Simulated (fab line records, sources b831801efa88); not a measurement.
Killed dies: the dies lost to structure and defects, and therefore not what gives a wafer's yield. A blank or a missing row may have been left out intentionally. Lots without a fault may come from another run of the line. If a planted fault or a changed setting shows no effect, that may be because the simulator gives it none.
Which of the tools did it? -- flow gf180mcu -- 39 wafers from 13 lots sampled at 5 of the route's 602 steps

## WHAT EACH GAUGE READ, for each wafer
GF_HV_LDD_TW_MEAS_38. Usual: HV_LDD_3_TW typically reads 1449, with standard deviation 7.
lot,measured,on,HV_LDD_3_TW,flag
L405,day 11 13:38,filmMetro-03,1449 1446 1448,
L406,day 11 18:40,filmMetro-04,1457 1459 1456,
L407,day 12 03:08,filmMetro-03,1449 1449 1449,
L408,day 12 10:26,filmMetro-03,1447 1458 1442,
L409,day 12 17:40,filmMetro-04,1450 1443 1452,
L412,day 13 20:54,filmMetro-01,1445 1458 1454,
L413,day 13 21:32,filmMetro-01,1451 1453 1455,
L415,day 15 02:53,filmMetro-03,1453 1457 1457,
L416,day 15 13:10,filmMetro-01,1448 1443 1440,
L421,day 16 19:33,filmMetro-04,1441 1437 1442,
L423,day 17 08:04,filmMetro-01,1443 1442 1449,
L427,day 18 19:07,filmMetro-01,1444 1450 1451,
L428,day 19 08:02,filmMetro-03,1446 1447 1449,

GF_NSD_CD_MEAS_07: target cd 400 nm. Usual: cdNm reads 400.6 nm (standard deviation 2.2).
lot,measured,on,cdNm (nm),flag
L405,day 13 07:48,cdSem-01,396.3 397.0 396.7,
L406,day 13 12:44,cdSem-01,402.5 401.5 402.4,
L407,day 13 21:12,cdSem-01,399.8 400.2 400.2,
L408,day 14 04:58,cdSem-01,397.3 397.8 397.3,
L409,day 14 13:36,cdSem-02,400.6 399.1 400.0,
L412,day 15 18:55,cdSem-02,402.5 403.2 402.2,
L413,day 15 19:42,cdSem-02,399.9 400.2 401.2,
L415,day 17 02:29,cdSem-02,400.4 399.6 399.4,
L416,day 17 12:28,cdSem-02,399.8 400.2 399.3,
L421,day 18 20:44,cdSem-02,- - -,OFF
L423,day 19 10:56,cdSem-01,399.2 399.4 397.7,
L427,day 20 23:43,cdSem-01,402.5 401.7 402.8,
L428,day 21 10:44,cdSem-02,403.3 404.2 403.7,

GF_NSD_TW_MEAS_12. Usual: NSD_TW typically reads 4266, with standard deviation 30.
lot,measured,on,NSD_TW,flag
L405,day 13 08:21,filmMetro-03,4263 4274 4303,
L406,day 13 13:17,filmMetro-04,4299 4303 4285,
L407,day 13 21:45,filmMetro-04,4291 4289 4269,
L408,day 14 05:31,filmMetro-02,4255 4271 4273,
L409,day 14 14:08,filmMetro-04,4299 4318 4301,
L412,day 15 19:28,filmMetro-02,4211 4230 4213,
L413,day 15 20:14,filmMetro-02,4226 4231 4208,
L415,day 17 03:02,filmMetro-02,4250 4232 4226,
L416,day 17 13:02,filmMetro-03,4285 4291 4284,
L421,day 18 21:17,filmMetro-02,30 30 30,OFF
L423,day 19 11:28,filmMetro-02,4269 4275 4260,
L427,day 21 00:17,filmMetro-02,4233 4245 4230,
L428,day 21 11:16,filmMetro-03,4290 4287 4294,

GF_M2_CD_MEAS_14: target cd 280 nm. Usual: cdNm reads 280.1 nm (standard deviation 1).
lot,measured,on,cdNm (nm),flag
L405,day 19 04:24,cdSem-02,281.4 280.8 281.0,
L406,day 19 07:55,cdSem-01,278.3 279.4 278.3,
L407,day 19 19:23,cdSem-02,280.1 280.4 281.0,
L408,day 20 05:29,cdSem-02,279.2 279.4 278.9,
L409,day 20 13:20,cdSem-01,278.4 279.2 280.7,
L412,day 21 22:49,cdSem-02,280.5 281.2 280.1,
L413,day 21 23:25,cdSem-02,281.6 280.8 280.6,
L415,day 23 06:56,cdSem-01,280.5 280.9 280.6,
L416,day 23 16:04,cdSem-01,279.0 279.4 279.5,
L421,day 25 00:37,cdSem-01,277.3 277.9 278.3,
L423,day 25 11:59,cdSem-02,279.2 280.5 279.9,
L427,day 26 20:26,cdSem-02,280.1 280.1 280.6,
L428,day 27 06:44,cdSem-01,280.6 280.6 280.5,

## EACH LOT AND THE TOOL THAT RAN IT (in order: tool; ch and the chambers of the sampled wafers; start)
lot,GF_NSD_EXPOSE_04
L405,"ilineStepper-02 ch 0, day 12 22:06"
L406,"ilineStepper-02 ch 0, day 13 02:46"
L407,"ilineStepper-01 ch 0, day 13 11:05"
L408,"ilineStepper-01 ch 0, day 13 19:26"
L409,"ilineStepper-01 ch 0, day 14 03:02"
L412,"ilineStepper-01 ch 0, day 15 07:49"
L413,"ilineStepper-01 ch 0, day 15 08:32"
L415,"ilineStepper-02 ch 0, day 16 15:28"
L416,"ilineStepper-02 ch 0, day 17 01:52"
L421,"ilineStepper-02 ch 0, day 18 09:35"
L423,"ilineStepper-02 ch 0, day 18 22:49"
L427,"ilineStepper-02 ch 0, day 20 12:04"
L428,"ilineStepper-02 ch 0, day 20 23:07"
- GF_NSD_EXPOSE_04: exposes mask Nplus, target cd 400 nm.

## AS READ BY THE TOOLS THEMSELVES (means over the sampled wafers that have a number; for cases with no such wafer, the mark the record gives instead)
The record holds no such reading with a usual standard deviation.

## THE ANSWER, worked out from the rows above alone
Rule: a lot is off if the mean of its wafers that have a number lies more than 3 standard deviations from the usual mean. A lot without any number at a reading at which 4 lots or more have one is off too. Where the step has rows for the other lots, those lots are counted as sound. Order of review: gauges by route order, followed by the tools' own readings, for which a lot's mean as printed above is used. At the first step where some lot is off, the reading lying furthest off is the one used; lots without a number count as furthest.
Off: L421 (GF_NSD_CD_MEAS_07, cdNm). Without a number there: L421.
A tool fits if, at a process step before that reading, it ran every lot that is off, and no sound lot after the first of them. Not tried: the gauges at GF_NSD_CD_MEAS_07; whatever is off there is also off at GF_NSD_TW_MEAS_12, on other tools, and gauge error can't account for it. No candidate that was tried fits.

## WHAT THE SIMULATOR PUT IN
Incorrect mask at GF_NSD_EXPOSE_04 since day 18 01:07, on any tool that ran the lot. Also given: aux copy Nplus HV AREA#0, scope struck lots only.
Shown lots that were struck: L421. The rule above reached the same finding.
